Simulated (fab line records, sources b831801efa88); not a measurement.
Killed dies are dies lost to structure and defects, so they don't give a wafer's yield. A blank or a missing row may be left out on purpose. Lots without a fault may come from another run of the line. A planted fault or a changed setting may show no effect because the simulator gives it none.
fab line records | flow sky130
record lots=12 wafers=36 last_day=50
route steps=708 shown METAL5@662 PASSIVATION@684 PAD_OPEN@708
lots that met no fault: from a run of the same line without faults
start_h: hours from the record's first day to the start of the lot's first wafer shown | wait_h: hours since the lot's step before | " the same as in the row above | L1.1+2: a row that stands for several wafers | - no value, or no start given | * or withheld: withheld | < > ~ a bound
route shown NAME@n: a module of which the file shows steps, and the number in the route of the first | usual: mean/standard deviation of fault-free wafers | same: alike in all rows | chamber/n: place in a boat | sites: the reading at each site | _std_site: their standard deviation | _edge_site: outer sites' mean less inner sites' | radius_mm: how far each site lies from the wafer's centre | mask NAME#n: copy n | behind: the tool/chamber that last shaped the wafer | hold: why the lot was held/for how many hours/how that ended | device: the transistor (n, p or np) that didn't switch | end of line: the same wafers' tests at the end of the route | a step without rows: its recipe alone | killed: dies lost to structure and defects at the first sort, not the wafer's yield | map: a wafer's dies, x killed, . not, _ none there
set.NAME: the setting as run; set.NAME@STEP: as run at that earlier step | model.NAME: the simulator's own value behind a step, which no gauge read
steps of the route over a sample of lots; a table a step, a row a wafer
services: from which hour (start_h, from the record's first day; less than 0 if before it) a tool's chamber was out of use, for how many hours, and why
## steps
# step SKY_METAL5_SPUTTER_01
# recipe material=TiN target_thk_nm=20 power_w=6500 time_s=16.7 chamber_pressure_pa=0.4
# usual throttle_valve_pct=30.1/0.99
# columns lot.wafer tool chamber start_h wait_h throttle_valve_pct
L843.1 pvd_sputter-03 - 1018.53 0.0 29.2
L843.3 " - " " 29.2
L843.6 " - " " 30.2
L845.2 pvd_sputter-02 - 1029.03 0.0 29.4
L845.3 " - " " 29.1
L845.4 " - " " 29.5
L847.2 pvd_sputter-02 - 1036.09 0.0 29.0
L847.3 " - " " 31.2
L847.6 " - " " 29.7
L848.1 pvd_sputter-03 - 1045.97 0.0 30.1
L848.3 " - " " 29.3
L848.5 " - " " 28.8
L849.3 pvd_sputter-03 - 1064.46 0.0 31.7
L849.4 " - " " 29.6
L849.5 " - " " 29.3
L850.2 pvd_sputter-02 - 1065.88 0.0 29.4
L850.4 " - " " 29.3
L850.5 " - " " 29.7
L859.1 pvd_sputter-04 - 1116.57 0.0 29.6
L859.4 " - " " 29.7
L859.5 " - " " 30.6
L860.2 pvd_sputter-02 - 1128.03 0.0 28.7
L860.5 " - " " 31.3
L860.6 " - " " 29.4
L861.1 pvd_sputter-02 - 1132.26 0.0 29.6
L861.3 " - " " 29.5
L861.5 " - " " 31.3
L862.3 pvd_sputter-03 - 1136.16 0.0 30.1
L862.4 " - " " 29.1
L862.6 " - " " 32.0
L863.1 pvd_sputter-03 - 1138.56 0.0 32.0
L863.2 " - " " 29.8
L863.6 " - " " 29.4
L865.1 pvd_sputter-04 - 1154.57 0.0 31.8
L865.4 " - " " 30.3
L865.6 " - " " 29.5
# step SKY_METAL5_STRIP_16
# recipe chemistry=O2/N2 power_w=1400 pressure_mtorr=1500 platen_temp_c=withheld o2_flow_sccm=3000 n2_flow_sccm=300 overash_fraction=0.5
# usual chamber_pressure_mTorr=1500.0/1.3 drypump_motor_current_A=5.89/0.28 oes_product_au=0.710/0.0047 strip_time_to_endpoint_s=13.06/0.15
# columns lot.wafer tool chamber start_h wait_h chamber_pressure_mTorr drypump_motor_current_A oes_product_au rf_hours_counter_h strip_time_to_endpoint_s
L843.1 plasma_asher-01 0 1041.12 0.2 1501.3 6.26 0.712 95 13.38
L843.3 " 1 " " 1500.2 5.46 0.707 - 13.34
L843.6 " 1 " " 1499.1 5.44 0.714 - 13.38
L845.2 plasma_asher-03 1 1051.64 0.2 1500.9 5.95 0.706 121 12.87
L845.3 " 1 " " 1499.9 5.97 0.708 - 13.27
L845.4 " 0 " " 1498.0 5.53 0.707 - 13.01
L847.2 plasma_asher-04 0 1058.64 0.2 1500.0 6.09 0.713 29 13.03
L847.3 " 1 " " 1499.9 6.02 0.718 - 13.15
L847.6 " 1 " " 1499.4 6.06 0.709 - 13.22
L848.1 plasma_asher-01 1 1068.77 0.2 1497.9 5.43 0.710 98 13.00
L848.3 " 1 " " 1497.9 5.44 0.711 - 13.18
L848.5 " 0 " " 1501.1 6.24 0.716 - 12.97
L849.3 plasma_asher-04 1 1086.38 0.3 1501.1 6.02 0.704 - 12.83
L849.4 " 0 " " 1499.5 6.12 0.706 - 12.88
L849.5 " 0 " " 1500.0 6.10 0.715 - 12.93
L850.2 plasma_asher-04 1 1088.05 0.4 1500.2 6.02 0.704 33 12.95
L850.4 " 0 " " 1501.2 6.11 0.714 - 12.89
L850.5 " 1 " " 1497.1 6.02 0.717 - 12.84
L859.1 plasma_asher-01 0 1137.04 0.2 1501.1 6.26 0.707 102 13.05
L859.4 " 1 " " 1498.3 5.42 0.708 - 13.10
L859.5 " 0 " " 1499.0 6.26 0.713 - 12.93
L860.2 plasma_asher-03 0 1145.87 0.2 1500.2 5.58 0.707 8 13.13
L860.5 " 1 " " 1500.6 5.94 0.711 - 12.99
L860.6 " 0 " " 1499.8 5.55 0.710 - 13.28
L861.1 plasma_asher-04 1 1150.92 0.2 1498.6 6.03 0.713 39 13.03
L861.3 " 1 " " 1501.4 6.01 0.710 - 13.00
L861.5 " 0 " " 1498.0 6.13 0.715 - 13.02
L862.3 plasma_asher-01 0 1154.67 0.1 1499.9 6.27 0.719 - 13.06
L862.4 " 1 " " 1498.9 5.43 0.711 - 12.91
L862.6 " 0 " " 1500.2 6.27 0.714 - 13.09
L863.1 plasma_asher-03 0 1157.59 0.2 1498.8 5.57 0.707 9 12.84
L863.2 " 1 " " 1497.3 5.96 0.710 9 13.17
L863.6 " 0 " " 1500.0 5.58 0.710 - 13.12
L865.1 plasma_asher-04 1 1172.69 0.2 1497.2 6.00 0.707 41 12.99
L865.4 " 0 " " 1497.7 6.08 0.709 - 12.98
L865.6 " 1 " " 1501.6 5.97 0.703 - 13.15
# step SKY_METAL5_STRIP_17
# recipe chemistry=post_etch_residue_remover time_s=1200 temp_c=72.5
# usual bath_guard_temp_C=72.7/0.59 bath_heat_duty_pct=14.5/1.1
# columns lot.wafer tool chamber start_h wait_h bath_guard_temp_C bath_heat_duty_pct
L843.1 wet_bench-02 1 1041.22 0.1 73.4 16.6
L843.3 " 1 " " 73.5 15.2
L843.6 " 1 " " 73.4 16.1
L845.2 wet_bench-02 3 1051.74 0.1 72.0 15.2
L845.3 " 3 " " 72.1 14.8
L845.4 " 3 " " 72.1 15.6
L847.2 wet_bench-04 2 1058.74 0.1 72.5 13.8
L847.3 " 2 " " 72.8 14.2
L847.6 " 2 " " 72.3 14.3
L848.1 wet_bench-02 2 1068.88 0.1 71.7 14.7
L848.3 " 2 " " 72.1 14.6
L848.5 " 2 " " 71.8 15.0
L849.3 wet_bench-01 0 1086.45 0.0 - -
L849.4 " 0 " " - -
L849.5 " 0 " " - -
L850.2 wet_bench-02 1 1088.15 0.1 - -
L850.4 " 1 " " - -
L850.5 " 1 " " - -
L859.1 wet_bench-01 2 1137.17 0.1 72.5 12.0
L859.4 " 2 " " 72.6 12.7
L859.5 " 2 " " 72.7 12.5
L860.2 wet_bench-01 3 1145.97 0.1 73.8 14.9
L860.5 " 3 " " 73.9 14.0
L860.6 " 3 " " 73.2 13.2
L861.1 wet_bench-04 0 1151.02 0.1 72.3 15.8
L861.3 " 0 " " 72.2 14.0
L861.5 " 0 " " 72.0 15.7
L862.3 wet_bench-01 0 1154.74 0.0 73.0 16.6
L862.4 " 0 " " 73.2 14.2
L862.6 " 0 " " 73.1 13.6
L863.1 wet_bench-04 0 1157.73 0.1 72.0 14.8
L863.2 " 0 " " 72.2 13.0
L863.6 " 0 " " 72.4 14.1
L865.1 wet_bench-01 0 1172.79 0.1 73.1 13.1
L865.4 " 0 " " 73.1 15.0
L865.6 " 0 " " 73.5 14.6
# step SKY_PASSIVATION_THK_MEAS_03
# recipe reads=Si3N4_of_PASSIVATION_CVD_02
# usual PASSIVATION_CVD_02_THK=541/6.9
# columns lot.wafer tool chamber start_h wait_h PASSIVATION_CVD_02_THK[nm]
L843.1 film_metro-02 - 1042.03 - 528
L843.3 " - " " 537
L843.6 " - " " 538
L845.2 film_metro-03 - 1052.66 - 545
L845.3 " - " " 555
L845.4 " - " " 546
L847.2 film_metro-01 - 1059.66 - 531
L847.3 " - " " 535
L847.6 " - " " 545
L848.1 film_metro-01 - 1069.79 - 535
L848.3 " - " " 549
L848.5 " - " " 547
L849.3 film_metro-03 - 1087.32 - 532
L849.4 " - " " 545
L849.5 " - " " 545
L850.2 film_metro-02 - 1088.97 - 532
L850.4 " - " " 539
L850.5 " - " " 538
L859.1 film_metro-03 - 1138.02 - 547
L859.4 " - " " 544
L859.5 " - " " 544
L860.2 film_metro-03 - 1146.80 - 542
L860.5 " - " " 544
L860.6 " - " " 546
L861.1 film_metro-01 - 1151.83 - 537
L861.3 " - " " 536
L861.5 " - " " 535
L862.3 film_metro-01 - 1155.56 - 529
L862.4 " - " " 541
L862.6 " - " " 546
L863.1 film_metro-01 - 1158.65 - 534
L863.2 " - " " 531
L863.6 " - " " 547
L865.1 film_metro-03 - 1173.62 - 536
L865.4 " - " " 548
L865.6 " - " " 545
# step SKY_PAD_OPEN_PROBE_99
# usual defect_limited_yield=82.6/1.9 killed_at_M0_to_M3=43/5.9 killed_at_M4_up=2.9/1.5 killed_at_contacts=24/5 killed_at_front_end=15/4.8 killed_at_other=0.2/0.5 killed_dies=86/9.3 killed_open=47/7.1 killed_short=38/6.3 sort_bin_3_pad_short=0.8/0.42 sort_bin_5_function=10.2/1.4 sort_bin_6_memory=6.4/1.1 sort_n_pass=406/9.3 sort_yield_pct=82.6/1.9
# same gross_dies=492 killed_at_back_side=0 sort_bin_4_leakage[%]=0 sort_bin_8_speed[%]=0
# columns lot.wafer tool chamber start_h wait_h defect_limited_yield[%] killed_at_M0_to_M3 killed_at_M4_up killed_at_contacts killed_at_front_end killed_at_other killed_dies killed_open killed_short sort_bin_3_pad_short[%] sort_bin_5_function[%] sort_bin_6_memory[%] sort_n_pass sort_yield_pct[%]
L843.1 prober-01 - 1088.87 0.1 83.7 51 2 20 7 0 80 43 37 1.0 9.8 5.5 412 83.7
L843.3 prober-01 - 1088.97 0.2 84.1 37 2 22 16 1 78 43 35 0.4 10.2 5.3 414 84.1
L843.6 prober-01 - 1089.12 0.2 82.3 46 3 28 10 0 87 52 35 0.4 11.6 5.7 405 82.3
L845.2 prober-01 - 1098.08 0.1 83.7 37 0 23 19 1 80 44 36 1.2 9.1 5.9 412 83.7
L845.3 prober-01 - 1098.13 0.2 81.7 46 1 27 16 0 90 57 33 1.0 11.2 6.1 402 81.7
L845.4 prober-01 - 1098.18 0.2 81.5 48 4 17 22 0 91 49 42 0.8 11.0 6.7 401 81.5
L847.2 prober-01 - 1101.79 0.1 83.7 37 1 18 23 1 80 43 37 0.4 11.0 4.9 412 83.7
L847.3 prober-01 - 1101.84 0.2 83.1 39 4 21 19 0 83 44 39 1.0 10.0 5.9 409 83.1
L847.6 prober-01 - 1101.99 0.2 82.5 46 3 19 18 0 86 50 36 0.4 10.8 6.3 406 82.5
L848.1 prober-02 - 1112.70 0.1 81.7 44 3 28 14 1 90 46 44 1.8 11.6 4.9 402 81.7
L848.3 prober-02 - 1112.80 0.2 82.3 34 3 25 25 0 87 47 40 1.4 10.0 6.3 405 82.3
L848.5 prober-02 - 1112.90 0.2 82.1 46 2 23 17 0 88 47 41 0.8 10.6 6.5 404 82.1
L849.3 prober-01 - 1128.75 0.2 80.7 51 0 25 19 0 95 42 53 0.4 11.8 7.1 397 80.7
L849.4 prober-01 - 1128.80 0.2 80.7 44 4 33 14 0 95 51 44 0.8 10.8 7.7 397 80.7
L849.5 prober-01 - 1128.85 0.2 80.9 54 3 26 11 0 94 56 38 0.4 11.4 7.3 398 80.9
L850.2 prober-02 - 1131.78 0.1 82.3 43 4 21 18 1 87 46 41 0.6 11.0 6.1 405 82.3
L850.4 prober-02 - 1131.88 0.2 85.4 37 3 14 18 0 72 36 36 0.2 8.3 6.1 420 85.4
L850.5 prober-02 - 1131.93 0.2 81.9 40 4 33 12 0 89 45 44 1.2 9.3 7.5 403 81.9
L859.1 prober-01 - 1176.94 0.1 81.9 48 1 28 12 0 89 49 40 1.0 9.8 7.3 403 81.9
L859.4 prober-01 - 1177.09 0.2 82.5 46 0 27 13 0 86 46 40 0.6 10.8 6.1 406 82.5
L859.5 prober-01 - 1177.14 0.2 78.5 51 5 26 22 2 106 66 40 1.2 11.6 8.7 386 78.5
L860.2 prober-01 - 1183.57 0.1 84.6 34 0 27 15 0 76 42 34 0.6 8.7 6.1 416 84.6
L860.5 prober-01 - 1183.72 0.2 81.1 49 4 25 14 1 93 47 46 1.6 10.8 6.5 399 81.1
L860.6 prober-01 - 1183.77 0.2 82.3 44 1 24 18 0 87 46 41 0.4 8.1 9.1 405 82.3
L861.1 prober-02 - 1188.99 0.1 87.0 27 3 26 6 2 64 40 24 1.2 7.3 4.5 428 87.0
L861.3 prober-02 - 1189.09 0.2 85.4 35 3 23 11 0 72 41 31 0.4 8.3 5.9 420 85.4
L861.5 prober-02 - 1189.19 0.2 79.5 36 5 35 25 0 101 47 54 1.2 11.6 7.7 391 79.5
L862.3 prober-01 - 1193.62 0.2 85.6 31 3 18 19 0 71 44 27 0.6 9.6 4.3 421 85.6
L862.4 prober-01 - 1193.67 0.2 83.5 43 4 23 11 0 81 41 40 0.8 9.6 6.1 411 83.5
L862.6 prober-01 - 1193.77 0.2 76.8 66 3 29 16 0 114 55 59 1.6 14.8 6.7 378 76.8
L863.1 prober-02 - 1194.82 0.1 81.9 43 4 29 13 0 89 61 28 0.6 9.8 7.7 403 81.9
L863.2 prober-02 - 1194.87 0.1 84.3 41 1 22 13 0 77 37 40 1.2 7.9 6.5 415 84.3
L863.6 prober-02 - 1195.07 0.2 84.6 35 2 28 11 0 76 48 28 0.8 8.9 5.7 416 84.6
L865.1 prober-02 - 1208.84 0.1 81.9 42 3 26 17 1 89 51 38 1.2 10.8 6.1 403 81.9
L865.4 prober-02 - 1208.99 0.2 82.9 39 1 25 18 1 84 47 37 0.4 9.6 7.1 408 82.9
L865.6 prober-02 - 1209.09 0.2 83.1 40 3 27 13 0 83 41 42 1.0 8.7 7.1 409 83.1
# killed by level:class
L843.1 VIA1:geometric_particle:open=12 CONTACT:geometric_particle:open=9 METAL2:geometric_particle:short=8 VIA3:geometric_particle:open=7 LI_CONTACT:geometric_particle:open=6 METAL1:geometric_particle:short=6 VIA1:geometric_particle:short=4 VIA2:geometric_particle:open=4
L843.3 CONTACT:geometric_particle:open=9 METAL2:geometric_particle:short=7 VIA3:geometric_particle:open=7 POLY_GATE:geometric_particle:open=6 VIA1:geometric_particle:open=6 POLY_GATE:geometric_particle:short=5 LI_CONTACT:geometric_particle:open=5 CONTACT:geometric_particle:short=5
L843.6 LI_CONTACT:geometric_particle:open=9 VIA2:geometric_particle:open=9 VIA1:geometric_particle:open=8 CONTACT:geometric_particle:short=6 CONTACT:geometric_particle:open=6 VIA3:geometric_particle:open=6 METAL1:geometric_particle:short=6 FIELD_ISO:geometric_particle:open=5
L845.2 CONTACT:geometric_particle:open=9 LI_CONTACT:geometric_particle:open=7 VIA1:geometric_particle:open=6 VIA2:geometric_particle:open=6 POLY_GATE:geometric_particle:short=5 VIA3:geometric_particle:open=5 FIELD_ISO:geometric_particle:short=4 VIA1:geometric_particle:short=4
L845.3 CONTACT:geometric_particle:open=11 LI_CONTACT:geometric_particle:open=8 VIA1:geometric_particle:open=8 VIA2:geometric_particle:open=8 FIELD_ISO:geometric_particle:short=5 POLY_GATE:geometric_particle:open=5 VIA3:geometric_particle:open=5 CONTACT:geometric_particle:short=4
L845.4 VIA1:geometric_particle:open=10 VIA3:geometric_particle:open=10 CONTACT:geometric_particle:open=9 VIA3:geometric_particle:short=8 FIELD_ISO:geometric_particle:short=7 METAL1:geometric_particle:short=6 FIELD_ISO:geometric_particle:open=5 LI_CONTACT:geometric_particle:open=5
L847.2 POLY_GATE:geometric_particle:short=11 CONTACT:geometric_particle:open=9 METAL2:geometric_particle:short=8 VIA1:geometric_particle:open=6 VIA3:geometric_particle:open=6 VIA2:geometric_particle:open=6 LI_CONTACT:geometric_particle:short=4 METAL1:geometric_particle:short=4
L847.3 CONTACT:geometric_particle:open=11 METAL2:geometric_particle:short=8 POLY_GATE:geometric_particle:short=7 VIA1:geometric_particle:open=7 VIA3:geometric_particle:open=6 POLY_GATE:geometric_particle:open=5 LI_CONTACT:geometric_particle:short=4 LI_CONTACT:geometric_particle:open=4
L847.6 VIA3:geometric_particle:open=11 METAL1:geometric_particle:short=11 LI_CONTACT:geometric_particle:open=9 VIA2:geometric_particle:open=7 POLY_GATE:geometric_particle:open=6 CONTACT:geometric_particle:open=5 VIA1:geometric_particle:open=5 FIELD_ISO:geometric_particle:short=4
L848.1 VIA1:geometric_particle:open=14 CONTACT:geometric_particle:open=10 FIELD_ISO:geometric_particle:short=8 LI_CONTACT:geometric_particle:open=7 CONTACT:geometric_particle:short=7 METAL2:geometric_particle:short=5 VIA2:geometric_particle:short=5 VIA1:geometric_particle:short=4
L848.3 LI_CONTACT:geometric_particle:open=11 FIELD_ISO:geometric_particle:short=8 FIELD_ISO:geometric_particle:open=8 VIA3:geometric_particle:open=8 VIA1:geometric_particle:open=7 CONTACT:geometric_particle:short=5 METAL1:geometric_particle:short=5 POLY_GATE:geometric_particle:short=4
L848.5 VIA1:geometric_particle:open=11 VIA3:geometric_particle:open=9 LOCAL_INTERCONNECT:geometric_particle:short=8 LI_CONTACT:geometric_particle:open=6 FIELD_ISO:geometric_particle:open=5 METAL2:geometric_particle:short=5 POLY_GATE:geometric_particle:open=4 POLY_GATE:geometric_particle:short=4
L849.3 VIA1:geometric_particle:open=14 VIA1:geometric_particle:short=11 METAL1:geometric_particle:short=9 LI_CONTACT:geometric_particle:open=7 CONTACT:geometric_particle:open=7 METAL2:geometric_particle:short=6 SPACER:geometric_particle:short=5 LOCAL_INTERCONNECT:geometric_particle:short=5
L849.4 LI_CONTACT:geometric_particle:open=12 CONTACT:geometric_particle:open=12 VIA1:geometric_particle:open=11 METAL1:geometric_particle:short=11 VIA1:geometric_particle:short=6 VIA3:geometric_particle:open=6 POLY_GATE:geometric_particle:short=5 LOCAL_INTERCONNECT:geometric_particle:short=4
L849.5 VIA1:geometric_particle:open=18 LI_CONTACT:geometric_particle:open=9 CONTACT:geometric_particle:open=9 METAL1:geometric_particle:short=7 VIA1:geometric_particle:short=7 VIA2:geometric_particle:open=6 FIELD_ISO:geometric_particle:open=5 METAL3:geometric_particle:short=5
L850.2 VIA1:geometric_particle:open=10 METAL2:geometric_particle:short=9 LI_CONTACT:geometric_particle:open=7 VIA3:geometric_particle:open=7 FIELD_ISO:geometric_particle:open=6 CONTACT:geometric_particle:open=6 POLY_GATE:geometric_particle:open=5 LOCAL_INTERCONNECT:geometric_particle:short=5
L850.4 VIA1:geometric_particle:short=7 FIELD_ISO:geometric_particle:open=6 VIA2:geometric_particle:open=6 CONTACT:geometric_particle:open=5 METAL1:geometric_particle:short=5 VIA1:geometric_particle:open=5 METAL2:geometric_particle:short=4 SPACER:geometric_particle:short=3
L850.5 LI_CONTACT:geometric_particle:open=10 LOCAL_INTERCONNECT:geometric_particle:short=10 CONTACT:geometric_particle:open=10 METAL1:geometric_particle:short=9 VIA1:geometric_particle:open=9 METAL2:geometric_particle:short=7 FIELD_ISO:geometric_particle:short=5 VIA2:geometric_particle:short=4
L859.1 VIA1:geometric_particle:open=15 CONTACT:geometric_particle:open=8 VIA1:geometric_particle:short=8 VIA2:geometric_particle:open=8 LI_CONTACT:geometric_particle:open=7 CONTACT:geometric_particle:short=6 VIA3:geometric_particle:open=6 FIELD_ISO:geometric_particle:short=5
L859.4 VIA1:geometric_particle:open=13 CONTACT:geometric_particle:open=11 METAL1:geometric_particle:short=7 LOCAL_INTERCONNECT:geometric_particle:short=5 VIA3:geometric_particle:open=5 LI_CONTACT:geometric_particle:open=4 METAL2:geometric_particle:short=4 VIA1:geometric_particle:short=4
L859.5 VIA1:geometric_particle:open=20 CONTACT:geometric_particle:open=11 VIA3:geometric_particle:open=10 LI_CONTACT:geometric_particle:open=7 FIELD_ISO:geometric_particle:open=6 VIA1:geometric_particle:short=6 POLY_GATE:geometric_particle:open=5 METAL1:geometric_particle:short=5
L860.2 CONTACT:geometric_particle:open=8 LI_CONTACT:geometric_particle:open=6 METAL1:geometric_particle:short=6 POLY_GATE:geometric_particle:open=5 VIA1:geometric_particle:short=5 VIA1:geometric_particle:open=5 LOCAL_INTERCONNECT:geometric_particle:short=4 METAL2:geometric_particle:short=4
L860.5 VIA1:geometric_particle:open=13 LI_CONTACT:geometric_particle:open=9 VIA2:geometric_particle:open=7 METAL1:geometric_particle:short=6 CONTACT:geometric_particle:open=5 VIA1:geometric_particle:short=5 METAL3:geometric_particle:short=5 LOCAL_INTERCONNECT:geometric_particle:short=4
L860.6 VIA1:geometric_particle:open=10 FIELD_ISO:geometric_particle:open=7 CONTACT:geometric_particle:short=7 CONTACT:geometric_particle:open=7 VIA2:geometric_particle:open=6 LOCAL_INTERCONNECT:geometric_particle:short=5 METAL2:geometric_particle:short=5 POLY_GATE:geometric_particle:open=4
L861.1 CONTACT:geometric_particle:open=12 LI_CONTACT:geometric_particle:open=10 VIA1:geometric_particle:open=5 VIA2:geometric_particle:open=5 METAL1:geometric_particle:short=3 VIA1:geometric_particle:short=3 METAL2:geometric_particle:short=3 VIA2:geometric_particle:short=3
L861.3 VIA1:geometric_particle:open=9 LI_CONTACT:geometric_particle:open=9 METAL2:geometric_particle:short=6 VIA3:geometric_particle:open=6 CONTACT:geometric_particle:open=5 CONTACT:geometric_particle:short=5 FIELD_ISO:geometric_particle:open=4 VIA1:geometric_particle:short=4
L861.5 LI_CONTACT:geometric_particle:open=14 LOCAL_INTERCONNECT:geometric_particle:short=10 POLY_GATE:geometric_particle:short=5 POLY_GATE:geometric_particle:open=5 SPACER:geometric_particle:open=5 VIA1:geometric_particle:short=5 CONTACT:geometric_particle:open=5 METAL1:geometric_particle:short=5
L862.3 LI_CONTACT:geometric_particle:open=9 VIA3:geometric_particle:open=9 POLY_GATE:geometric_particle:open=5 VIA1:geometric_particle:open=5 FIELD_ISO:geometric_particle:open=4 POLY_GATE:geometric_particle:short=3 LI_CONTACT:geometric_particle:short=3 CONTACT:geometric_particle:open=3
L862.4 CONTACT:geometric_particle:open=10 VIA1:geometric_particle:open=7 VIA2:geometric_particle:open=6 VIA2:geometric_particle:short=6 LI_CONTACT:geometric_particle:short=5 VIA3:geometric_particle:open=5 POLY_GATE:geometric_particle:short=4 CONTACT:geometric_particle:short=4
L862.6 METAL2:geometric_particle:short=13 VIA2:geometric_particle:open=10 CONTACT:geometric_particle:open=10 VIA1:geometric_particle:open=10 FIELD_ISO:geometric_particle:short=9 VIA3:geometric_particle:open=7 CONTACT:geometric_particle:short=6 METAL1:geometric_particle:short=5
L863.1 VIA1:geometric_particle:open=14 CONTACT:geometric_particle:open=12 LI_CONTACT:geometric_particle:open=8 CONTACT:geometric_particle:short=8 VIA2:geometric_particle:open=8 FIELD_ISO:geometric_particle:open=4 METAL2:geometric_particle:short=4 METAL3:geometric_particle:open=4
L863.2 METAL2:geometric_particle:short=9 VIA1:geometric_particle:open=8 METAL1:geometric_particle:short=6 LI_CONTACT:geometric_particle:open=5 LOCAL_INTERCONNECT:geometric_particle:short=5 CONTACT:geometric_particle:open=5 VIA2:geometric_particle:open=5 CONTACT:geometric_particle:short=4
L863.6 CONTACT:geometric_particle:open=20 VIA1:geometric_particle:open=8 METAL1:geometric_particle:short=5 VIA2:geometric_particle:open=5 VIA3:geometric_particle:open=5 VIA2:geometric_particle:short=4 POLY_GATE:geometric_particle:short=3 LI_CONTACT:geometric_particle:open=3
L865.1 VIA1:geometric_particle:open=10 POLY_GATE:geometric_particle:open=9 CONTACT:geometric_particle:open=7 VIA2:geometric_particle:open=7 LOCAL_INTERCONNECT:geometric_particle:short=6 LI_CONTACT:geometric_particle:open=5 CONTACT:geometric_particle:short=5 METAL2:geometric_particle:open=5
L865.4 CONTACT:geometric_particle:open=10 FIELD_ISO:geometric_particle:open=8 VIA1:geometric_particle:open=8 VIA1:geometric_particle:short=6 CONTACT:geometric_particle:short=6 LI_CONTACT:geometric_particle:open=5 VIA3:geometric_particle:open=5 POLY_GATE:geometric_particle:short=4
L865.6 CONTACT:geometric_particle:open=10 METAL1:geometric_particle:short=6 VIA1:geometric_particle:open=6 VIA2:geometric_particle:open=6 POLY_GATE:geometric_particle:open=5 LOCAL_INTERCONNECT:geometric_particle:short=5 CONTACT:geometric_particle:short=5 METAL2:geometric_particle:short=5
## services
# columns tool chamber start_h hours kind
wet_bench-01 - 997.73 1.6 repair
pvd_sputter-04 - 1053.87 1.9 repair
plasma_asher-03 - 1055.25 9.0 pm
plasma_asher-03 0 1055.25 9.0 vent_cycle
plasma_asher-03 1 1055.25 9.0 vent_cycle
plasma_asher-03 0 1064.25 - clean
plasma_asher-03 1 1064.25 - clean
pvd_sputter-03 - 1072.59 3.6 repair
plasma_asher-01 - 1076.77 6.7 repair
plasma_asher-01 - 1083.45 10.2 pm
plasma_asher-04 - 1092.26 2.3 repair
pvd_sputter-03 - 1094.92 1.5 repair
pvd_sputter-04 - 1126.41 0.9 repair
pvd_sputter-02 - 1168.53 0.6 repair
## key
first_sign step=SKY_METAL5_STRIP_17 reading=tool_record direction=missing
effect none on later readings
met_at SKY_METAL5_STRIP_17
struck_lots L849,L850
not_acting_at SKY_METAL5_SPUTTER_01,SKY_METAL5_STRIP_16,SKY_PASSIVATION_THK_MEAS_03
onset_between 1068.88 1086.45
fault kind=skipped_step_whole tool=wet_bench-01,wet_bench-02 chamber=- onset_h=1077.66 steps=SKY_METAL5_STRIP_17 scope=struck_lots_only
